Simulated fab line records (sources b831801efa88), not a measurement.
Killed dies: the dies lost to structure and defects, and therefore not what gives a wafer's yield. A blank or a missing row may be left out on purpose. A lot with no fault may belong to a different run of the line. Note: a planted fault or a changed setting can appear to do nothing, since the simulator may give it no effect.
fab line records :: flow gf180mcu
record
  lots=7
  wafers=21
  last-day=32
route steps=602 shown V1@335
lots that met no fault: taken from a fault-free run of the same line
start-h: the number of hours between the record's first day and the start of the first shown wafer of the lot :: wait-h: hours from the lot's prior step to this one :: " same as the row above :: L1.1+2: a single row standing in for several wafers :: - value missing, or start not given :: * or withheld: withheld :: < > ~ a bound
route shown NAME@n: names a module that has steps shown in the file, with the first one's number in the route :: usual: mean/standard deviation taken from wafers without a fault :: same: alike in all rows :: chamber/n: place in a boat :: sites: each site's reading :: _std_site: how widely they spread, as a standard deviation :: _edge_site: outer sites' mean less inner sites' :: radius-mm: how far each site lies from the wafer's centre :: mask NAME#n: copy n :: behind: the last tool/chamber to shape the wafer :: hold: reason for holding the lot/hours on hold/outcome of the hold :: device: the transistor (n, p or np) that didn't switch :: end of line: the same wafers' tests at the end of the route :: a step given without rows: its recipe and nothing more :: killed: the dies lost at the first sort to structure and to defects; this is not the yield of the wafer :: map: the dies of a wafer, with x for killed, . for not killed, _ for no die there
set.NAME: the setting that was run; set.NAME@STEP: the one run at that earlier step :: model.NAME: the simulator's own value behind a step, which no gauge read
certain route steps with their lots: each step a table, each wafer a row
services: from which hour (start-h, from the record's first day; less than 0 if before it) a tool's chamber was out of use, for how many hours, and why
## steps
# step GF_V1_CVD_00
# recipe
  material=SiO2
  target-thk-nm=600
  sigma-open-frac=0.3
  temp-c=400
  time-s=100
  sih4-flow-sccm=60
  pressure-mtorr=6
# step GF_V1_THK_MEAS_01
# recipe
  reads=SiO2_of_V1_CVD_00
# usual
  V1_CVD_00_THK=599/6.3
lot.wafer: L105.1
tool: film-metro-04
chamber: -
start-h: 417.28
wait-h: 0.0
V1_CVD_00_THK[nm]: 604

lot.wafer: L105.3
tool: film-metro-04
chamber: -
start-h: 417.28
wait-h: 0.0
V1_CVD_00_THK[nm]: 598

lot.wafer: L105.5
tool: film-metro-04
chamber: -
start-h: 417.28
wait-h: 0.0
V1_CVD_00_THK[nm]: 599

lot.wafer: L108.1
tool: film-metro-01
chamber: -
start-h: 449.85
wait-h: 0.0
V1_CVD_00_THK[nm]: 598

lot.wafer: L108.3
tool: film-metro-01
chamber: -
start-h: 449.85
wait-h: 0.0
V1_CVD_00_THK[nm]: 599

lot.wafer: L108.4
tool: film-metro-01
chamber: -
start-h: 449.85
wait-h: 0.0
V1_CVD_00_THK[nm]: 602

lot.wafer: L112.1
tool: film-metro-03
chamber: -
start-h: 463.89
wait-h: 0.0
V1_CVD_00_THK[nm]: 595

lot.wafer: L112.4
tool: film-metro-03
chamber: -
start-h: 463.89
wait-h: 0.0
V1_CVD_00_THK[nm]: 601

lot.wafer: L112.6
tool: film-metro-03
chamber: -
start-h: 463.89
wait-h: 0.0
V1_CVD_00_THK[nm]: 598

lot.wafer: L116.4
tool: film-metro-04
chamber: -
start-h: 508.98
wait-h: 0.0
V1_CVD_00_THK[nm]: 589

lot.wafer: L116.5
tool: film-metro-04
chamber: -
start-h: 508.98
wait-h: 0.0
V1_CVD_00_THK[nm]: 587

lot.wafer: L116.6
tool: film-metro-04
chamber: -
start-h: 508.98
wait-h: 0.0
V1_CVD_00_THK[nm]: 592

lot.wafer: L121.3
tool: film-metro-03
chamber: -
start-h: 556.33
wait-h: 0.1
V1_CVD_00_THK[nm]: 590

lot.wafer: L121.4
tool: film-metro-03
chamber: -
start-h: 556.33
wait-h: 0.1
V1_CVD_00_THK[nm]: 594

lot.wafer: L121.5
tool: film-metro-03
chamber: -
start-h: 556.33
wait-h: 0.1
V1_CVD_00_THK[nm]: 594

lot.wafer: L123.3
tool: film-metro-04
chamber: -
start-h: 561.32
wait-h: 0.1
V1_CVD_00_THK[nm]: 599

lot.wafer: L123.5
tool: film-metro-04
chamber: -
start-h: 561.32
wait-h: 0.1
V1_CVD_00_THK[nm]: 605

lot.wafer: L123.6
tool: film-metro-04
chamber: -
start-h: 561.32
wait-h: 0.1
V1_CVD_00_THK[nm]: 601

lot.wafer: L124.1
tool: film-metro-01
chamber: -
start-h: 573.95
wait-h: 0.0
V1_CVD_00_THK[nm]: 595

lot.wafer: L124.4
tool: film-metro-01
chamber: -
start-h: 573.95
wait-h: 0.0
V1_CVD_00_THK[nm]: 597

lot.wafer: L124.6
tool: film-metro-01
chamber: -
start-h: 573.95
wait-h: 0.0
V1_CVD_00_THK[nm]: 595
# step GF_V1_CVD_02
# recipe
  material=SiO2
  target-thk-nm=850
  precursor=TEOS
  temp-c=400
  time-s=94.851
  rf-w=600
# usual
  heater-power-w=657/85
lot.wafer: L105.1
tool: pecvd-04
chamber: 2
start-h: 417.34
wait-h: 0.1
heater-power-w: 673

lot.wafer: L105.3
tool: pecvd-04
chamber: 0
start-h: 417.34
wait-h: 0.1
heater-power-w: 540

lot.wafer: L105.5
tool: pecvd-04
chamber: 2
start-h: 417.34
wait-h: 0.1
heater-power-w: 741

lot.wafer: L108.1
tool: pecvd-01
chamber: 1
start-h: 449.91
wait-h: 0.1
heater-power-w: 736

lot.wafer: L108.3
tool: pecvd-01
chamber: 0
start-h: 449.91
wait-h: 0.1
heater-power-w: 647

lot.wafer: L108.4
tool: pecvd-01
chamber: 1
start-h: 449.91
wait-h: 0.1
heater-power-w: 595

lot.wafer: L112.1
tool: pecvd-03
chamber: 0
start-h: 463.95
wait-h: 0.1
heater-power-w: 771

lot.wafer: L112.4
tool: pecvd-03
chamber: 0
start-h: 463.95
wait-h: 0.1
heater-power-w: 834

lot.wafer: L112.6
tool: pecvd-03
chamber: 2
start-h: 463.95
wait-h: 0.1
heater-power-w: 706

lot.wafer: L116.4
tool: pecvd-01
chamber: 0
start-h: 509.04
wait-h: 0.1
heater-power-w: 695

lot.wafer: L116.5
tool: pecvd-01
chamber: 2
start-h: 509.04
wait-h: 0.1
heater-power-w: 534

lot.wafer: L116.6
tool: pecvd-01
chamber: 1
start-h: 509.04
wait-h: 0.1
heater-power-w: 608

lot.wafer: L121.3
tool: pecvd-03
chamber: 1
start-h: 556.37
wait-h: 0.0
heater-power-w: 628

lot.wafer: L121.4
tool: pecvd-03
chamber: 2
start-h: 556.37
wait-h: 0.0
heater-power-w: 597

lot.wafer: L121.5
tool: pecvd-03
chamber: 1
start-h: 556.37
wait-h: 0.0
heater-power-w: 690

lot.wafer: L123.3
tool: pecvd-04
chamber: 2
start-h: 561.36
wait-h: 0.0
heater-power-w: 702

lot.wafer: L123.5
tool: pecvd-04
chamber: 1
start-h: 561.36
wait-h: 0.0
heater-power-w: 571

lot.wafer: L123.6
tool: pecvd-04
chamber: 2
start-h: 561.36
wait-h: 0.0
heater-power-w: 739

lot.wafer: L124.1
tool: pecvd-04
chamber: 1
start-h: 574.01
wait-h: 0.1
heater-power-w: 602

lot.wafer: L124.4
tool: pecvd-04
chamber: 2
start-h: 574.01
wait-h: 0.1
heater-power-w: 755

lot.wafer: L124.6
tool: pecvd-04
chamber: 1
start-h: 574.01
wait-h: 0.1
heater-power-w: 664
# step GF_V1_THK_MEAS_03
# recipe
  reads=SiO2_of_V1_CVD_02
# usual
  V1_CVD_02_THK=850/12
lot.wafer: L105.1
tool: film-metro-01
chamber: -
start-h: 417.41
wait-h: 0.0
V1_CVD_02_THK[nm]: 853

lot.wafer: L105.3
tool: film-metro-01
chamber: -
start-h: 417.41
wait-h: 0.0
V1_CVD_02_THK[nm]: 851

lot.wafer: L105.5
tool: film-metro-01
chamber: -
start-h: 417.41
wait-h: 0.0
V1_CVD_02_THK[nm]: 861

lot.wafer: L108.1
tool: film-metro-01
chamber: -
start-h: 449.98
wait-h: 0.0
V1_CVD_02_THK[nm]: 859

lot.wafer: L108.3
tool: film-metro-01
chamber: -
start-h: 449.98
wait-h: 0.0
V1_CVD_02_THK[nm]: 846

lot.wafer: L108.4
tool: film-metro-01
chamber: -
start-h: 449.98
wait-h: 0.0
V1_CVD_02_THK[nm]: 858

lot.wafer: L112.1
tool: film-metro-03
chamber: -
start-h: 464.07
wait-h: 0.1
V1_CVD_02_THK[nm]: 839

lot.wafer: L112.4
tool: film-metro-03
chamber: -
start-h: 464.07
wait-h: 0.1
V1_CVD_02_THK[nm]: 850

lot.wafer: L112.6
tool: film-metro-03
chamber: -
start-h: 464.07
wait-h: 0.1
V1_CVD_02_THK[nm]: 846

lot.wafer: L116.4
tool: film-metro-01
chamber: -
start-h: 509.11
wait-h: 0.0
V1_CVD_02_THK[nm]: 866

lot.wafer: L116.5
tool: film-metro-01
chamber: -
start-h: 509.11
wait-h: 0.0
V1_CVD_02_THK[nm]: 864

lot.wafer: L116.6
tool: film-metro-01
chamber: -
start-h: 509.11
wait-h: 0.0
V1_CVD_02_THK[nm]: 861

lot.wafer: L121.3
tool: film-metro-03
chamber: -
start-h: 556.46
wait-h: 0.1
V1_CVD_02_THK[nm]: 833

lot.wafer: L121.4
tool: film-metro-03
chamber: -
start-h: 556.46
wait-h: 0.1
V1_CVD_02_THK[nm]: 860

lot.wafer: L121.5
tool: film-metro-03
chamber: -
start-h: 556.46
wait-h: 0.1
V1_CVD_02_THK[nm]: 843

lot.wafer: L123.3
tool: film-metro-01
chamber: -
start-h: 561.45
wait-h: 0.1
V1_CVD_02_THK[nm]: 845

lot.wafer: L123.5
tool: film-metro-01
chamber: -
start-h: 561.45
wait-h: 0.1
V1_CVD_02_THK[nm]: 851

lot.wafer: L123.6
tool: film-metro-01
chamber: -
start-h: 561.45
wait-h: 0.1
V1_CVD_02_THK[nm]: 864

lot.wafer: L124.1
tool: film-metro-03
chamber: -
start-h: 574.08
wait-h: 0.0
V1_CVD_02_THK[nm]: 826

lot.wafer: L124.4
tool: film-metro-03
chamber: -
start-h: 574.08
wait-h: 0.0
V1_CVD_02_THK[nm]: 850

lot.wafer: L124.6
tool: film-metro-03
chamber: -
start-h: 574.08
wait-h: 0.0
V1_CVD_02_THK[nm]: 858
# step GF_V1_CMP_04
# recipe
  material=SiO2
  down-force-psi=4
  platen-rpm=60
  pad-velocity-m-s=0.94248
# usual
  motor-current-A=12.5/0.64
  time-to-endpoint-s=78/5.2
lot.wafer: L105.3
tool: cmp-01
chamber: 2
start-h: 417.47
wait-h: 0.0
motor-current-A: 12.6
time-to-endpoint-s: 76

lot.wafer: L105.1
tool: cmp-01
chamber: 3
start-h: 417.47
wait-h: 0.0
motor-current-A: 12.3
time-to-endpoint-s: 80

lot.wafer: L105.5
tool: cmp-01
chamber: 2
start-h: 417.47
wait-h: 0.0
motor-current-A: 12.3
time-to-endpoint-s: 79

lot.wafer: L108.3
tool: cmp-01
chamber: 0
start-h: 450.04
wait-h: 0.0
motor-current-A: 11.8
time-to-endpoint-s: 77

lot.wafer: L108.4
tool: cmp-01
chamber: 2
start-h: 450.04
wait-h: 0.0
motor-current-A: 12.4
time-to-endpoint-s: 83

lot.wafer: L108.1
tool: cmp-01
chamber: 3
start-h: 450.04
wait-h: 0.0
motor-current-A: 12.9
time-to-endpoint-s: 83

lot.wafer: L112.1
tool: cmp-02
chamber: 0
start-h: 464.13
wait-h: 0.1
motor-current-A: 14.3
time-to-endpoint-s: 73

lot.wafer: L112.4
tool: cmp-02
chamber: 1
start-h: 464.13
wait-h: 0.1
motor-current-A: 13.2
time-to-endpoint-s: 76

lot.wafer: L112.6
tool: cmp-02
chamber: 1
start-h: 464.13
wait-h: 0.1
motor-current-A: 12.1
time-to-endpoint-s: 78

lot.wafer: L116.4
tool: cmp-02
chamber: 2
start-h: 509.29
wait-h: 0.2
motor-current-A: 12.6
time-to-endpoint-s: 88

lot.wafer: L116.6
tool: cmp-02
chamber: 3
start-h: 509.29
wait-h: 0.2
motor-current-A: 12.0
time-to-endpoint-s: 83

lot.wafer: L116.5
tool: cmp-02
chamber: 0
start-h: 509.29
wait-h: 0.2
motor-current-A: 13.2
time-to-endpoint-s: 88

lot.wafer: L121.3
tool: cmp-02
chamber: 1
start-h: 556.50
wait-h: 0.0
motor-current-A: 11.7
time-to-endpoint-s: 74

lot.wafer: L121.4
tool: cmp-02
chamber: 3
start-h: 556.50
wait-h: 0.0
motor-current-A: 12.3
time-to-endpoint-s: 79

lot.wafer: L121.5
tool: cmp-02
chamber: 1
start-h: 556.50
wait-h: 0.0
motor-current-A: 12.7
time-to-endpoint-s: 74

lot.wafer: L123.3
tool: cmp-01
chamber: 2
start-h: 561.59
wait-h: 0.1
motor-current-A: 12.2
time-to-endpoint-s: 78

lot.wafer: L123.6
tool: cmp-01
chamber: 0
start-h: 561.59
wait-h: 0.1
motor-current-A: 11.3
time-to-endpoint-s: 83

lot.wafer: L123.5
tool: cmp-01
chamber: 1
start-h: 561.59
wait-h: 0.1
motor-current-A: 11.9
time-to-endpoint-s: 78

lot.wafer: L124.1
tool: cmp-02
chamber: 3
start-h: 574.14
wait-h: 0.1
motor-current-A: 12.8
time-to-endpoint-s: 67

lot.wafer: L124.4
tool: cmp-02
chamber: 1
start-h: 574.14
wait-h: 0.1
motor-current-A: 12.0
time-to-endpoint-s: 78

lot.wafer: L124.6
tool: cmp-02
chamber: 0
start-h: 574.14
wait-h: 0.1
motor-current-A: 13.7
time-to-endpoint-s: 83
# step GF_V1_BOW_MEAS_05
# recipe
  mode=bow
# usual
  V1_BOW=83/8.4
lot.wafer: L105.1
tool: film-metro-03
chamber: -
start-h: 417.77
wait-h: 0.2
V1_BOW[um]: 92

lot.wafer: L105.3
tool: film-metro-03
chamber: -
start-h: 417.77
wait-h: 0.2
V1_BOW[um]: 80

lot.wafer: L105.5
tool: film-metro-03
chamber: -
start-h: 417.77
wait-h: 0.2
V1_BOW[um]: 85

lot.wafer: L108.1
tool: film-metro-01
chamber: -
start-h: 450.34
wait-h: 0.1
V1_BOW[um]: 77

lot.wafer: L108.3
tool: film-metro-01
chamber: -
start-h: 450.34
wait-h: 0.1
V1_BOW[um]: 86

lot.wafer: L108.4
tool: film-metro-01
chamber: -
start-h: 450.34
wait-h: 0.1
V1_BOW[um]: 78

lot.wafer: L112.1
tool: film-metro-04
chamber: -
start-h: 464.43
wait-h: 0.2
V1_BOW[um]: 86

lot.wafer: L112.4
tool: film-metro-04
chamber: -
start-h: 464.43
wait-h: 0.2
V1_BOW[um]: 62

lot.wafer: L112.6
tool: film-metro-04
chamber: -
start-h: 464.43
wait-h: 0.2
V1_BOW[um]: 73

lot.wafer: L116.4
tool: film-metro-04
chamber: -
start-h: 509.50
wait-h: 0.2
V1_BOW[um]: 89

lot.wafer: L116.5
tool: film-metro-04
chamber: -
start-h: 509.50
wait-h: 0.2
V1_BOW[um]: 82

lot.wafer: L116.6
tool: film-metro-04
chamber: -
start-h: 509.50
wait-h: 0.2
V1_BOW[um]: 88

lot.wafer: L121.3
tool: film-metro-01
chamber: -
start-h: 556.84
wait-h: 0.3
V1_BOW[um]: 82

lot.wafer: L121.4
tool: film-metro-01
chamber: -
start-h: 556.84
wait-h: 0.3
V1_BOW[um]: 85

lot.wafer: L121.5
tool: film-metro-01
chamber: -
start-h: 556.84
wait-h: 0.3
V1_BOW[um]: 77

lot.wafer: L123.3
tool: film-metro-03
chamber: -
start-h: 561.83
wait-h: 0.2
V1_BOW[um]: 97

lot.wafer: L123.5
tool: film-metro-03
chamber: -
start-h: 561.83
wait-h: 0.2
V1_BOW[um]: 76

lot.wafer: L123.6
tool: film-metro-03
chamber: -
start-h: 561.83
wait-h: 0.2
V1_BOW[um]: 82

lot.wafer: L124.1
tool: film-metro-04
chamber: -
start-h: 574.44
wait-h: 0.2
V1_BOW[um]: 87

lot.wafer: L124.4
tool: film-metro-04
chamber: -
start-h: 574.44
wait-h: 0.2
V1_BOW[um]: 91

lot.wafer: L124.6
tool: film-metro-04
chamber: -
start-h: 574.44
wait-h: 0.2
V1_BOW[um]: 100
# step GF_V1_DEHYDRATE_06
# recipe
  temp-c=200
  time-s=60
# step GF_V1_HMDS_07
# recipe
  prime-time-s=60
  prime-temp-c=120
# step GF_V1_COAT_08
# recipe
  resist=BARC
  temp-c=withheld
  time-s=withheld
  spin-rpm=withheld
  resist-thk-nm=withheld
# step GF_V1_COAT_09
# recipe
  resist=KrF
  spin-rpm=withheld
  resist-thk-nm=1000
# step GF_V1_SOFTBAKE_10
# recipe
  temp-c=130
  time-s=60
  resist=KrF
# step GF_V1_EXPOSE_11
# recipe
  mask-id=Via1
  target-cd-nm=260
  na=0.68
  source-shape=conventional
  sigma-outer=0.6
  dose-mj=38
# step GF_V1_PEB_12
# recipe
  peb-temp-c=135
  peb-time-s=90
  resist=KrF
# usual
  chill-plate-temp-C=22.98/0.1
  exhaust-pa=45.1/0.8
lot.wafer: L105.1
tool: litho-track-04
chamber: 0
start-h: 441.32
wait-h: -
chill-plate-temp-C: 22.94
exhaust-pa: 45.3

lot.wafer: L105.3
tool: litho-track-04
chamber: 0
start-h: 441.32
wait-h: -
chill-plate-temp-C: 23.04
exhaust-pa: 44.6

lot.wafer: L105.5
tool: litho-track-04
chamber: 0
start-h: 441.32
wait-h: -
chill-plate-temp-C: 23.09
exhaust-pa: 44.8

lot.wafer: L108.1
tool: litho-track-02
chamber: 0
start-h: 471.81
wait-h: -
chill-plate-temp-C: 22.89
exhaust-pa: 44.9

lot.wafer: L108.3
tool: litho-track-02
chamber: 0
start-h: 471.81
wait-h: -
chill-plate-temp-C: 22.96
exhaust-pa: 45.7

lot.wafer: L108.4
tool: litho-track-02
chamber: 0
start-h: 471.81
wait-h: -
chill-plate-temp-C: 22.93
exhaust-pa: 46.2

lot.wafer: L112.1
tool: litho-track-02
chamber: 0
start-h: 489.36
wait-h: -
chill-plate-temp-C: 23.04
exhaust-pa: 45.9

lot.wafer: L112.4
tool: litho-track-02
chamber: 0
start-h: 489.36
wait-h: -
chill-plate-temp-C: 22.95
exhaust-pa: 45.0

lot.wafer: L112.6
tool: litho-track-02
chamber: 0
start-h: 489.36
wait-h: -
chill-plate-temp-C: 22.85
exhaust-pa: 45.1

lot.wafer: L116.4
tool: litho-track-04
chamber: 0
start-h: 533.17
wait-h: -
chill-plate-temp-C: 23.10
exhaust-pa: 44.8

lot.wafer: L116.5
tool: litho-track-04
chamber: 0
start-h: 533.17
wait-h: -
chill-plate-temp-C: 23.06
exhaust-pa: 45.6

lot.wafer: L116.6
tool: litho-track-04
chamber: 0
start-h: 533.17
wait-h: -
chill-plate-temp-C: 23.05
exhaust-pa: 45.7

lot.wafer: L121.3
tool: litho-track-02
chamber: -
start-h: 579.32
wait-h: -
chill-plate-temp-C: -
exhaust-pa: -

lot.wafer: L121.4
tool: litho-track-02
chamber: -
start-h: 579.32
wait-h: -
chill-plate-temp-C: -
exhaust-pa: -

lot.wafer: L121.5
tool: litho-track-02
chamber: -
start-h: 579.32
wait-h: -
chill-plate-temp-C: -
exhaust-pa: -

lot.wafer: L123.3
tool: litho-track-04
chamber: -
start-h: 584.28
wait-h: -
chill-plate-temp-C: -
exhaust-pa: -

lot.wafer: L123.5
tool: litho-track-04
chamber: -
start-h: 584.28
wait-h: -
chill-plate-temp-C: -
exhaust-pa: -

lot.wafer: L123.6
tool: litho-track-04
chamber: -
start-h: 584.28
wait-h: -
chill-plate-temp-C: -
exhaust-pa: -

lot.wafer: L124.1
tool: litho-track-04
chamber: -
start-h: 596.12
wait-h: -
chill-plate-temp-C: -
exhaust-pa: -

lot.wafer: L124.4
tool: litho-track-04
chamber: -
start-h: 596.12
wait-h: -
chill-plate-temp-C: -
exhaust-pa: -

lot.wafer: L124.6
tool: litho-track-04
chamber: -
start-h: 596.12
wait-h: -
chill-plate-temp-C: -
exhaust-pa: -
# step GF_V1_DEVELOP_13
# recipe
  develop-time-s=60
  resist=KrF
  dev-temp-c=21
## services
tool: pecvd-04
chamber: 2
start-h: 395.01
hours: 9.3
kind: repair

tool: cmp-02
chamber: -
start-h: 404.20
hours: 4.0
kind: pm

tool: pecvd-04
chamber: -
start-h: 404.54
hours: 1.3
kind: repair

tool: cmp-02
chamber: -
start-h: 408.20
hours: -
kind: consumable-replace:conditioner

tool: cmp-02
chamber: -
start-h: 408.20
hours: -
kind: consumable-replace:pad

tool: cmp-01
chamber: -
start-h: 481.90
hours: 4.4
kind: pm

tool: pecvd-01
chamber: 1
start-h: 491.92
hours: 14.1
kind: repair

tool: cmp-02
chamber: -
start-h: 495.75
hours: 0.7
kind: repair

tool: pecvd-04
chamber: -
start-h: 547.49
hours: 0.6
kind: repair

tool: cmp-02
chamber: -
start-h: 552.60
hours: 0.4
kind: repair

tool: pecvd-01
chamber: 1
start-h: 566.15
hours: 1.9
kind: repair

tool: pecvd-01
chamber: -
start-h: 570.97
hours: 6.0
kind: pm

tool: cmp-01
chamber: -
start-h: 572.05
hours: 4.0
kind: pm

tool: cmp-01
chamber: -
start-h: 576.05
hours: -
kind: consumable-replace:conditioner

tool: cmp-01
chamber: -
start-h: 576.05
hours: -
kind: consumable-replace:pad

tool: pecvd-03
chamber: 0
start-h: 583.84
hours: 13.0
kind: repair

tool: pecvd-04
chamber: -
start-h: 591.12
hours: 14.0
kind: pm

tool: pecvd-04
chamber: 0
start-h: 591.12
hours: 14.0
kind: vent-cycle

tool: pecvd-04
chamber: 1
start-h: 591.12
hours: 14.0
kind: vent-cycle

tool: pecvd-04
chamber: 2
start-h: 591.12
hours: 14.0
kind: vent-cycle
## key
first-sign
  step=GF_V1_PEB_12
  reading=tool-record
  direction=missing
effect none on later readings
met-at GF_V1_PEB_12
struck-wafers L121.3,L121.4,L121.5,L123.3,L123.5,L123.6,L124.1,L124.4,L124.6
later-rows-left-out L121.3,L121.4,L121.5,L123.3,L123.5,L123.6,L124.1,L124.4,L124.6
sort-left-out L121.3,L121.4,L121.5,L123.3,L123.5,L123.6,L124.1,L124.4,L124.6
onset-between 533.17 579.32
fault
  kind=skipped-step-whole
  tool=litho-track-02,litho-track-04
  chamber=-
  onset-h=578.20
  steps=GF_V1_PEB_12
  scope=struck-lots-only
# sort-left-out: the simulated sort isn't trusted on such a fault, so these wafers' sort isn't shown, and their yield isn't known
# later-rows-left-out: the simulator's readings of these wafers behind a module that went badly wrong aren't trusted and aren't shown, but for the sort
